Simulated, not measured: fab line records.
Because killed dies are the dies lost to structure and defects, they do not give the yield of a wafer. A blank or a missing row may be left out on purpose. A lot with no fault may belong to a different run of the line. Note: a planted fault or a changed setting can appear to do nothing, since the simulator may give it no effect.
What tool caused it? || flow sky130 || 14 lots, 42 wafers sampled, at 2 steps of a route of 708

## WHAT THE GAUGES SHOWED, per wafer
SKY_GATE_OXIDE_TW_MEAS_14.
{"lot": "L405", "measured": "day 13 11:25", "on": "film metro-04", "GATE_OXIDE_TW": "225.7 225.6 225.4"}
{"lot": "L408", "measured": "day 14 12:07", "on": "film metro-03", "GATE_OXIDE_TW": "224.8 223.1 223.9"}
{"lot": "L409", "measured": "day 14 21:17", "on": "film metro-03", "GATE_OXIDE_TW": "224.6 223.6 223.0"}
{"lot": "L411", "measured": "day 15 16:47", "on": "film metro-03", "GATE_OXIDE_TW": "221.9 222.5 222.3"}
{"lot": "L413", "measured": "day 16 13:17", "on": "film metro-03", "GATE_OXIDE_TW": "29.8 30.0 30.1"}
{"lot": "L414", "measured": "day 17 23:49", "on": "film metro-02", "GATE_OXIDE_TW": "29.5 29.7 29.6"}
{"lot": "L420", "measured": "day 19 07:25", "on": "film metro-04", "GATE_OXIDE_TW": "225.3 226.1 224.5"}
{"lot": "L421", "measured": "day 19 19:47", "on": "film metro-04", "GATE_OXIDE_TW": "225.8 225.0 225.8"}
{"lot": "L422", "measured": "day 20 03:29", "on": "film metro-02", "GATE_OXIDE_TW": "219.7 220.9 219.0"}
{"lot": "L424", "measured": "day 20 13:50", "on": "film metro-04", "GATE_OXIDE_TW": "226.3 226.0 226.5"}
{"lot": "L425", "measured": "day 21 01:59", "on": "film metro-03", "GATE_OXIDE_TW": "222.1 222.0 223.0"}
{"lot": "L426", "measured": "day 21 13:22", "on": "film metro-04", "GATE_OXIDE_TW": "227.5 226.9 226.6"}
{"lot": "L427", "measured": "day 21 13:49", "on": "film metro-02", "GATE_OXIDE_TW": "221.7 222.8 222.4"}
{"lot": "L428", "measured": "day 21 17:37", "on": "film metro-03", "GATE_OXIDE_TW": "221.8 222.5 222.4"}

## TOOL THAT RAN EACH LOT (tool first, then ch and the chambers of the sampled wafers, then the start)
{"lot": "L405", "SKY_GATE_OXIDE_IMPLANT_11": "implanter-03 ch 0, day 13 11:07"}
{"lot": "L408", "SKY_GATE_OXIDE_IMPLANT_11": "implanter-01 ch 0, day 14 11:47"}
{"lot": "L409", "SKY_GATE_OXIDE_IMPLANT_11": "implanter-03 ch 0, day 14 20:56"}
{"lot": "L411", "SKY_GATE_OXIDE_IMPLANT_11": "implanter-01 ch 0, day 15 16:26"}
{"lot": "L413", "SKY_GATE_OXIDE_IMPLANT_11": "implanter-01, day 16 12:58"}
{"lot": "L414", "SKY_GATE_OXIDE_IMPLANT_11": "implanter-03, day 17 23:29"}
{"lot": "L420", "SKY_GATE_OXIDE_IMPLANT_11": "implanter-01 ch 0, day 19 06:58"}
{"lot": "L421", "SKY_GATE_OXIDE_IMPLANT_11": "implanter-01 ch 0, day 19 19:26"}
{"lot": "L422", "SKY_GATE_OXIDE_IMPLANT_11": "implanter-02 ch 0, day 20 03:08"}
{"lot": "L424", "SKY_GATE_OXIDE_IMPLANT_11": "implanter-02 ch 0, day 20 13:31"}
{"lot": "L425", "SKY_GATE_OXIDE_IMPLANT_11": "implanter-01 ch 0, day 21 01:38"}
{"lot": "L426", "SKY_GATE_OXIDE_IMPLANT_11": "implanter-02 ch 0, day 21 13:01"}
{"lot": "L427", "SKY_GATE_OXIDE_IMPLANT_11": "implanter-03 ch 0, day 21 13:29"}
{"lot": "L428", "SKY_GATE_OXIDE_IMPLANT_11": "implanter-01 ch 0, day 21 17:16"}
- SKY_GATE_OXIDE_IMPLANT_11

## AS READ BY THE TOOLS THEMSELVES (means over the sampled wafers that have a number; for cases with no such wafer, the mark the record gives instead)
SKY_GATE_OXIDE_IMPLANT_11.
{"lot": "L405", "tool": "implanter-03", "beam energy keV": 9.9974, "beam on s (s)": 9.98}
{"lot": "L408", "tool": "implanter-01", "beam energy keV": 9.9980, "beam on s (s)": 9.93}
{"lot": "L409", "tool": "implanter-03", "beam energy keV": 10.0015, "beam on s (s)": 10.17}
{"lot": "L411", "tool": "implanter-01", "beam energy keV": 9.9967, "beam on s (s)": 9.85}
{"lot": "L413", "tool": "implanter-01", "beam energy keV": "-", "beam on s (s)": "-"}
{"lot": "L414", "tool": "implanter-03", "beam energy keV": "-", "beam on s (s)": "-"}
{"lot": "L420", "tool": "implanter-01", "beam energy keV": 10.0022, "beam on s (s)": 9.94}
{"lot": "L421", "tool": "implanter-01", "beam energy keV": 10.0008, "beam on s (s)": 9.79}
{"lot": "L422", "tool": "implanter-02", "beam energy keV": 10.0000, "beam on s (s)": 10.07}
{"lot": "L424", "tool": "implanter-02", "beam energy keV": 9.9991, "beam on s (s)": 9.79}
{"lot": "L425", "tool": "implanter-01", "beam energy keV": 10.0010, "beam on s (s)": 10.03}
{"lot": "L426", "tool": "implanter-02", "beam energy keV": 10.0026, "beam on s (s)": 10.12}
{"lot": "L427", "tool": "implanter-03", "beam energy keV": 9.9998, "beam on s (s)": 9.90}
{"lot": "L428", "tool": "implanter-01", "beam energy keV": 10.0018, "beam on s (s)": 9.98}

## THE ANSWER, worked out from the rows above alone
Rule: the lots themselves supply what counts as usual. Put in order of their means at a reading, lots are off if they are a third of the lots or fewer, leave a main group of 4 or more, and stand apart from it by a gap of 3 or more times the standard deviation of the main group's means; of several such gaps the widest counts. Not used: any main group whose means are identical at the precision the tables above print for the reading. Also off: a lot with no number at a reading for which 4 or more lots have one. All remaining lots with rows at the step are treated as sound. First the gauges in route order, then the tools' own readings, where a lot's mean is used as printed above. The first step at which some lot is off is used, and at that step the reading that is off furthest; a lot without a number counts as furthest.
Off: L413, L414, seen at SKY_GATE_OXIDE_TW_MEAS_14 (GATE_OXIDE_TW). For the main group the mean is 223.9 and the standard deviation 2.
A tool fits if, at a process step before that reading, it ran every lot that is off, and no sound lot after the first of them. Not tried: the gauges at SKY_GATE_OXIDE_TW_MEAS_14; whatever is off there is also off at SKY_GATE_OXIDE_IMPLANT_11, on other tools, and gauge error can't account for it. None of those tried fits.

## WHAT THE SIMULATOR HAD INSERTED
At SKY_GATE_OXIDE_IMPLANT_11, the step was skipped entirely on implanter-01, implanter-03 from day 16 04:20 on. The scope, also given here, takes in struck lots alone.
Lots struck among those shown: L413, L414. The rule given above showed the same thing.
